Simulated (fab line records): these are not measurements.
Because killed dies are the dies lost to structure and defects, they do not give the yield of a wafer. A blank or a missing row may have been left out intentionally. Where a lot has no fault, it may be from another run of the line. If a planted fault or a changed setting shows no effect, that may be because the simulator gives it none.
Code-filled problem report in 8D (eight disciplines) form + flow sfqLine + the parts of the form that need people (team, actions taken, sign-off) are left out

## 1. WHAT IS WRONG
thkNm at SFQ_TRILAYER_I1_METRO_MEASURE_047 reads a mean of 215.6 nm on 2 wafers of 2 lots; wafers without a fault read 200.1 nm with a standard deviation of 0.99. That is +16 standard deviations from the usual mean.
Earliest sighting: wafer L860.2 on filmMetro-01 at day 28 01:19. Wafers with a number at this step in the record: 42, from 14 lots. By rule, "out" or "out of limits" means more than 4 standard deviations away from the usual mean. The rest of the wafers with a number are treated as sound.

## 2. WHAT IT IS AND WHAT IT IS NOT
| question                    | is                         | is not                                                                                                               |
|-----------------------------|----------------------------|----------------------------------------------------------------------------------------------------------------------|
| which readings at this step | thkNm                      | -                                                                                                                    |
| which lots                  | L860, L862                 | L852, L853, L855, L858, L864, L865, L868, L870, L872, L873, L874, L875                                               |
| which wafers of those lots  | L860.2, L862.5             | L860.3, L860.4, L862.1, L862.2                                                                                       |
| read on which tools         | filmMetro-01, filmMetro-03 | filmMetro-04                                                                                                         |
| when                        | from day 28 01:19          | up to then (14 sound wafers); but 26 sound wafers of L862, L864, L865, L868, L870, L872, L873, L874, L875 came after |

## 3. SUSPECTS, AND WHAT RULES EACH OUT
Counting: if a tool at a process step up to the reading ran every lot that is out, it stays a suspect. Sound lots after the first of them don't rule it out here, since some wafers of a struck lot are sound.
- cmp-01 at SFQ_TRILAYER_I1_CMP_CMP_046 (polishes SiO2): kept. Ran every lot that is out, first one L860 (day 27 17:12); last sound lot up to then L858 (day 26 11:42).
- cmp-01, SFQ_TRILAYER_I1_CMP_CMP_046: wafers that are out in chamber 0, sound lot-mates in chambers 1, 2, 3.
After counting, what remains is cmp-01 at SFQ_TRILAYER_I1_CMP_CMP_046.

## 4. THE CAUSE (what the simulator had put in)
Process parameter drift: cmp-01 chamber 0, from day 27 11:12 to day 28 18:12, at SFQ_TRILAYER_I1_CMP_CMP_046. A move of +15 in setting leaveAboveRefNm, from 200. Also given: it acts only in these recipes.
Counting left only this tool.

## 5. THE EFFECT CHAIN, in route order
Each row: a reading where the mean over the struck wafers with a number is more than 3 standard deviations away from the usual. Readings are gone through only where the record gives a usual standard deviation; hours: the median, over the lots, of the time from a lot's start at the first step in this table giving one to that lot's start at this step; sigmas: the change measured in usual standard deviations.
| hours | step                                  | reading      | usual      | on struck wafers | change | sigmas |
|-------|---------------------------------------|--------------|------------|------------------|--------|--------|
| 0     | SFQ_TRILAYER_I1_METRO_MEASURE_047     | thkNm        | 200.1 nm   | 215.6            | +15.5  | +16    |
| 9     | SFQ_TRILAYER_I1_VIA_ETCH_VIA_ETCH_052 | oesProductAu | 0.855 a.u. | 0.896            | +0.041 | +7.7   |
The process steps in it:
- SFQ_TRILAYER_I1_METRO_MEASURE_047
- SFQ_TRILAYER_I1_VIA_ETCH_VIA_ETCH_052: etches SiO2 in CHF3, stops on Nb, target depth 260 nm.

## 6. WHAT WOULD HAVE CAUGHT IT SOONER
In this record no reading fell out of limits until day 28 01:19, 14 hours after the fault had begun at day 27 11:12.
No tool reading at SFQ_TRILAYER_I1_CMP_CMP_046 that has a usual standard deviation in the record was out on any struck wafer, so an alarm limit of 4 standard deviations on those readings would not have fired.
Lots out: 2; of these, L862 started SFQ_TRILAYER_I1_CMP_CMP_046 on cmp-01 after day 28 01:19. Putting the tool on hold at that point would have spared it.
